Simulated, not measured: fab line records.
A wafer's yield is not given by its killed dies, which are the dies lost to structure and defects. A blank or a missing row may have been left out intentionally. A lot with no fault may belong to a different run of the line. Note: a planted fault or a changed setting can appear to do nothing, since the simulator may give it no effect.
Split-lot experiment + flow sfq line + 27 wafers read from 5 lots, route of 325 steps

THE SPLIT
At SFQ_TRILAYER_M8_DEP_EVAP_198 (material Pt, target thk 50 nm, time 250 s), the setting time s was moved away from the recipe's 250 s on 9 of the 27 wafers read, by -27.6% to +20.7%. The other wafers ran this setting at the recipe's value.

Reading taken at the split's own step.

THE READING
Pt_of_TRILAYER_M8_DEP_EVAP_198.thk nm (the simulator's own value, which no gauge read), in nm, at SFQ_TRILAYER_M8_DEP_EVAP_198 (material Pt, target thk 50 nm, time 250 s). The file gives no usual value for it. Average 49.68 nm, standard deviation 0.35 nm, over the 18 wafers here run with the recipe.

| wafer  | tool, chamber at the split | time s as run, s | against the recipe | Pt_of_TRILAYER_M8_DEP_EVAP_198.thk nm, nm | against lot-mates on the recipe |
|--------|----------------------------|------------------|--------------------|-------------------------------------------|---------------------------------|
| L077.1 | pvd sputter-01, -          | 250              | recipe             | 50.05                                     | -                               |
| L077.2 | pvd sputter-01, -          | 250              | recipe             | 50.03                                     | -                               |
| L077.3 | pvd sputter-01, -          | 250              | recipe             | 50.13                                     | -                               |
| L078.1 | pvd sputter-02, -          | 250              | recipe             | 49.73                                     | -                               |
| L078.2 | pvd sputter-02, -          | 250              | recipe             | 49.68                                     | -                               |
| L078.3 | pvd sputter-02, -          | 250              | recipe             | 49.44                                     | -                               |
| L078.4 | pvd sputter-02, -          | 250              | recipe             | 50.29                                     | -                               |
| L078.5 | pvd sputter-02, -          | 250              | recipe             | 49.53                                     | -                               |
| L078.6 | pvd sputter-02, -          | 250              | recipe             | 49.87                                     | -                               |
| L079.1 | pvd sputter-01, -          | 250              | recipe             | 49.27                                     | -                               |
| L079.2 | pvd sputter-01, -          | 301.8            | +20.7%             | 59.7                                      | +10.53                          |
| L079.3 | pvd sputter-01, -          | 250              | recipe             | 49.25                                     | -                               |
| L079.4 | pvd sputter-01, -          | 250              | recipe             | 48.98                                     | -                               |
| L079.5 | pvd sputter-01, -          | 301.8            | +20.7%             | 59.71                                     | +10.54                          |
| L079.6 | pvd sputter-01, -          | 301.8            | +20.7%             | 59.76                                     | +10.59                          |
| L081.1 | pvd sputter-01, -          | 250              | recipe             | 49.72                                     | -                               |
| L081.2 | pvd sputter-01, -          | 181.1            | -27.6%             | 35.4                                      | -14.03                          |
| L081.3 | pvd sputter-01, -          | 250              | recipe             | 49.34                                     | -                               |
| L081.4 | pvd sputter-01, -          | 181.1            | -27.6%             | 35.41                                     | -14.02                          |
| L081.5 | pvd sputter-01, -          | 181.1            | -27.6%             | 35.31                                     | -14.12                          |
| L081.6 | pvd sputter-01, -          | 250              | recipe             | 49.24                                     | -                               |
| L082.1 | pvd sputter-01, -          | 250              | recipe             | 49.87                                     | -                               |
| L082.2 | pvd sputter-01, -          | 288.4            | +15.4%             | 57.19                                     | +7.29                           |
| L082.3 | pvd sputter-01, -          | 288.4            | +15.4%             | 57.47                                     | +7.57                           |
| L082.4 | pvd sputter-01, -          | 250              | recipe             | 49.94                                     | -                               |
| L082.5 | pvd sputter-01, -          | 250              | recipe             | 49.89                                     | -                               |
| L082.6 | pvd sputter-01, -          | 288.4            | +15.4%             | 57.38                                     | +7.48                           |

FIT RESULTS
A straight line over all 27 wafers: Pt_of_TRILAYER_M8_DEP_EVAP_198.thk nm changes by +0.506 nm for each +1% of time s; r = +1.00; the points scatter about the line by 0.35 nm.
The same after taking each lot's own level away (the mean of its wafers on the recipe; 27 wafers): +0.506 nm for each +1%; r = +1.00; scatter 0.2 nm.
That fit puts the effect of the largest move of time s on the reading at 14 nm.
The lots' own levels span 49.167 to 50.070 nm, that is 2.6 times the standard deviation above.
The two slopes agree, so the slope changes little with the lot-to-lot level.
Check: with one of the wafers moved furthest among these (-27.6%) left out of the fit, the line predicts -14 nm for it against its lot-mates. It came out at -14 nm against them.

OTHER SPLITS APPLIED TO THESE WAFERS
Other splits were also applied to these wafers ahead of the reading. Each is held against what the fit with the lots' levels taken away leaves over:
| other split on the same wafers             | wafers away from the commonest value | r with Pt_of_TRILAYER_M8_DEP_EVAP_198.thk nm (lot level and that fit taken away) |
|--------------------------------------------|--------------------------------------|----------------------------------------------------------------------------------|
| SFQ_TRILAYER_M7_ETCH_METAL_ETCH_180 time s | 9                                    | +0.10                                                                            |

FILE'S OWN FIT
Pt_of_TRILAYER_M8_DEP_EVAP_198.thk nm changes by +0.506 nm for each +1% of time s, r = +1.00.
